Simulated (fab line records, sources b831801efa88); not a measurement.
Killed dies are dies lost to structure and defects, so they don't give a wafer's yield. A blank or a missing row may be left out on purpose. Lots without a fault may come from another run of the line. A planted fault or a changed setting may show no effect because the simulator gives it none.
Which tool did it? | flow gf180mcu | 13 lots, 39 wafers sampled, at 3 steps of a route of 602

WHAT THE GAUGES READ, wafer by wafer
GF_V1_OVL_MEAS_15. Usual: V1_OVL 1 nm, standard deviation 4.3.
lot  | measured     | on         | V1_OVL (nm) | flag
L179 | day 19 15:04 | overlay-02 | 4 1 8       |
L178 | day 19 14:54 | overlay-01 | 2 9 3       |
L182 | day 20 13:48 | overlay-02 | -1 -3 -7    |
L184 | day 21 21:07 | overlay-01 | -9 -2 -4    |
L185 | day 21 22:35 | overlay-01 | 1 -2 7      |
L188 | day 22 14:26 | overlay-01 | 6 0 -2      |
L189 | day 23 10:42 | overlay-01 | -8 -1 0     |
L190 | day 23 12:25 | overlay-01 | 0 2 2       |
L193 | day 24 05:10 | overlay-02 | 1 1 2       |
L194 | day 24 13:13 | overlay-01 | -2 9 -1     |
L195 | day 25 03:47 | overlay-01 | 5 1 4       |
L198 | day 25 15:44 | overlay-02 | 4 4 -3      |
L199 | day 25 18:49 | overlay-02 | -8 0 -2     |

GF_V1_THK_MEAS_25: measures by xrf. Usual: V1_W_THK 341 nm, standard deviation 6.2.
lot  | measured     | on            | V1_W_THK (nm) | flag
L179 | day 19 16:07 | film_metro-03 | 340 346 350   |
L178 | day 19 15:58 | film_metro-04 | 340 342 340   |
L182 | day 20 14:50 | film_metro-04 | 346 351 351   |
L184 | day 21 22:10 | film_metro-04 | 342 355 351   |
L185 | day 21 23:39 | film_metro-03 | 337 334 334   |
L188 | day 22 15:29 | film_metro-02 | 333 338 338   |
L189 | day 23 11:44 | film_metro-03 | 352 335 341   |
L190 | day 23 13:26 | film_metro-02 | 335 332 334   |
L193 | day 24 06:13 | film_metro-04 | 343 348 339   |
L194 | day 24 14:15 | film_metro-04 | 341 340 339   |
L195 | day 25 04:49 | film_metro-04 | 342 336 337   |
L198 | day 25 16:46 | film_metro-04 | 341 342 338   |
L199 | day 25 19:52 | film_metro-03 | 344 342 343   |

WHICH TOOL RAN EACH LOT (tool, then ch and the chambers of the sampled wafers, then the start)
lot  | GF_CONTACT_SPUTTER_23
L179 | pvd_sputter-03, day 17 12:41
L178 | pvd_sputter-02, day 17 12:58
L182 | pvd_sputter-03, day 18 12:01
L184 | pvd_sputter-03, day 19 19:05
L185 | pvd_sputter-02, day 19 20:29
L188 | pvd_sputter-03, day 20 12:50
L189 | pvd_sputter-02, day 21 10:46
L190 | pvd_sputter-03, day 21 11:56
L193 | pvd_sputter-03, day 22 05:32
L194 | pvd_sputter-03, day 22 14:47
L195 | pvd_sputter-02, day 23 04:53
L198 | pvd_sputter-03, day 23 18:56
L199 | pvd_sputter-02, day 23 20:31
- GF_CONTACT_SPUTTER_23: material TiN, target thk 10 nm, time 40 s.

WHAT THE TOOLS THEMSELVES READ (means of the sampled wafers that have a number; where no wafer has one, the mark that the record gives instead)
GF_CONTACT_SPUTTER_23. Usual: cathode_dc_power_W 4000.1 W, standard deviation 0.72; chamber_pressure_pa 4.999 Pa, standard deviation 0.011; throttle_valve_pct 30.1 %, standard deviation 0.9.
lot  | tool           | cathode_dc_power_W (W) | chamber_pressure_pa (Pa) | throttle_valve_pct (%) | flag
L179 | pvd_sputter-03 | 4000.5                 | 4.994                    | 30.1                   |
L178 | pvd_sputter-02 | 4000.3                 | 4.996                    | 30.3                   |
L182 | pvd_sputter-03 | 4000.2                 | 5.000                    | 29.9                   |
L184 | pvd_sputter-03 | 4000.5                 | 4.997                    | 30.0                   |
L185 | pvd_sputter-02 | 4000.1                 | 4.996                    | 30.7                   |
L188 | pvd_sputter-03 | 4000.0                 | 5.008                    | 29.8                   |
L189 | pvd_sputter-02 | 4000.1                 | 5.000                    | 29.8                   |
L190 | pvd_sputter-03 | 3999.5                 | 4.997                    | 30.4                   |
L193 | pvd_sputter-03 | 4000.3                 | 5.001                    | 30.5                   |
L194 | pvd_sputter-03 | 3999.8                 | 5.000                    | 30.6                   |
L195 | pvd_sputter-02 | 4000.3                 | 5.002                    | 30.3                   |
L198 | pvd_sputter-03 | 4000.1                 | 5.003                    | 30.2                   |
L199 | pvd_sputter-02 | 4000.0                 | 4.993                    | 30.5                   |

THE ANSWER, worked out from the rows above alone
Rule: a lot is off if the mean of its wafers that have a number lies more than 3 standard deviations from the usual mean. A lot without any number at a reading at which 4 lots or more have one is off too. The other lots that the step has rows for count as sound. The gauges are gone through in route order, then the tools' own readings, and for those a lot's mean is taken as printed above. The first step at which some lot is off is used, and at that step the reading that is off furthest; a lot without a number counts as furthest.
No lot is off at any reading shown: from this, nothing can be told.

WHAT THE SIMULATOR HAD PUT IN
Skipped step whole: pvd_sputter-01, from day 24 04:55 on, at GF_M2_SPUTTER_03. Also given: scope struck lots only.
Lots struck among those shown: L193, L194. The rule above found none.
